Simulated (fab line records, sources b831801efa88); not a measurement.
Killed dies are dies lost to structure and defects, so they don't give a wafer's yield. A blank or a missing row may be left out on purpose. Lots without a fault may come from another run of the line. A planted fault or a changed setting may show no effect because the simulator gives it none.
Problem report in the 8D (eight disciplines) form, filled by code | flow sky130 | the parts of the form that need people (team, actions taken, sign-off) are left out

1. THE PROBLEM
run_length_s at SKY_POLY_GATE_ETCH_17 reads a mean of 93.6 s on 6 wafers of 2 lots; wafers without a fault read 98.8 s with a standard deviation of 0.59. That is -8.8 standard deviations from the usual mean.
The step: etches poly-Si in HBr/Cl2, stops on SiO2, target depth 180 nm, time 70.5 s.
First seen on wafer L450.1, day 21 06:20, on rie_si-02. The record holds 39 wafers of 13 lots with a number at this step. Rule for "out", or "out of limits": more than 4 standard deviations from the usual mean. The other wafers with a number count as sound.

2. WHAT IT IS AND WHAT IT IS NOT
question                    | is                     | is not
which readings at this step | run_length_s           | drypump_motor_current_A
which lots                  | L450, L451             | L438, L439, L440, L442, L443, L445, L446, L448, L458, L459, L461
which wafers of those lots  | all that have a number | -
read on which tools         | rie_si-02              | rie_si-01
when                        | from day 21 06:20      | up to then (24 sound wafers); but 9 sound wafers of L458, L459, L461 came after

3. SUSPECTS, AND WHAT RULES EACH OUT
Counting: a tool at a process step up to the reading stays a suspect if it ran every lot that is out and no sound lot after the first of them.
- rie_si-02 at SKY_POLY_GATE_ETCH_17 (etches poly-Si in HBr/Cl2, stops on SiO2, target depth 180 nm, time 70.5 s): ruled out as a lasting fault. Sound lots L458, L461 ran on it after its first lot that is out, L450 (day 21 06:20).
Left after counting: nothing in the record.

4. THE CAUSE (what the simulator had put in)
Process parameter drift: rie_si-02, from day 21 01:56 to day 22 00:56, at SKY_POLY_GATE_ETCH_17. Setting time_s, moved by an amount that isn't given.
Counting ruled it out, wrongly.

5. THE CHAIN OF EFFECTS, in route order
Each row: a reading whose mean over the struck wafers that have a number lies more than 3 standard deviations from the usual. Only readings for which the record gives a usual standard deviation are gone through. hours: the time from each lot's start at the first step in this table that gives one to its start at this step, as a median over the lots. sigmas: the change in usual standard deviations.
hours | step                  | reading      | usual  | on struck wafers | change | sigmas
0     | SKY_POLY_GATE_ETCH_17 | run_length_s | 98.8 s | 93.6             | -5.2   | -8.8
The process steps in it:
- SKY_POLY_GATE_ETCH_17: etches poly-Si in HBr/Cl2, stops on SiO2, target depth 180 nm, time 70.5 s.
Later measuring or inspecting steps at which every struck wafer that the step has a row for has a number for every such reading, and none has moved that far: SKY_LDD_N_TW_MEAS_17, SKY_LDD_P_CD_MEAS_07.

6. WHAT WOULD HAVE CAUGHT IT SOONER
In this record the first reading out of limits was taken at day 21 06:20, 4 hours after the fault began at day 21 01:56.
